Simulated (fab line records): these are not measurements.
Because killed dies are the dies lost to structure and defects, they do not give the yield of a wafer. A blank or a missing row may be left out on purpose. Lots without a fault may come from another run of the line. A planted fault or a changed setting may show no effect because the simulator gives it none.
The tool behind it: which one? | flow sky130 | route of 708 steps, sampled at 1 step: 12 lots, 36 wafers

## WHAT THE GAUGES SHOWED, per wafer
SKY_VIA4_THK_MEAS_01. Usual: for VIA4_HDPCVD_THK the level is 1765 nm and the standard deviation is 15.
lot  | measured     | on            | VIA4_HDPCVD_THK (nm) | flag
L457 | day 41 09:23 | film metro-04 | 1755 1767 1776       |
L458 | day 41 16:23 | film metro-03 | 1743 1743 1765       |
L463 | day 43 17:23 | film metro-04 | 1758 1766 1767       |
L464 | day 43 18:56 | film metro-01 | 1766 1742 1758       |
L467 | day 44 14:02 | film metro-04 | 1769 1754 1753       |
L468 | day 45 00:29 | film metro-03 | 1773 1789 1778       |
L473 | day 45 20:13 | film metro-03 | 1759 1781 1785       |
L475 | day 46 06:54 | film metro-04 | 1761 1765 1746       |
L476 | day 47 01:53 | film metro-01 | 1718 1740 1769       |
L478 | day 47 15:19 | film metro-03 | 1788 1779 1794       |
L480 | day 47 19:25 | film metro-03 | 1763 1760 1765       |
L479 | day 47 19:56 | film metro-04 | 1745 1759 1776       |

## WHICH TOOL RAN EACH LOT (tool, then ch and the chambers of the sampled wafers, then the start)
Record: no process step prior to these readings.

## WHAT THE TOOLS THEMSELVES READ (means of the sampled wafers that have a number; where no wafer has one, the mark that the record gives instead)
The record holds no such reading with a usual standard deviation.

## THE ANSWER, worked out from the rows above alone
Rule: take the mean of a lot's wafers that have a number; if it is more than 3 standard deviations from the usual mean, the lot is off. A lot without any number at a reading at which 4 lots or more have one is off too. The other lots that the step has rows for count as sound. First the gauges in route order, then the tools' own readings, where a lot's mean is used as printed above. The first step at which some lot is off is used, and at that step the reading that is off furthest; a lot without a number counts as furthest.
No lot is off on any of the readings shown, so nothing can be concluded from this.

## WHAT WAS PUT IN BY THE SIMULATOR
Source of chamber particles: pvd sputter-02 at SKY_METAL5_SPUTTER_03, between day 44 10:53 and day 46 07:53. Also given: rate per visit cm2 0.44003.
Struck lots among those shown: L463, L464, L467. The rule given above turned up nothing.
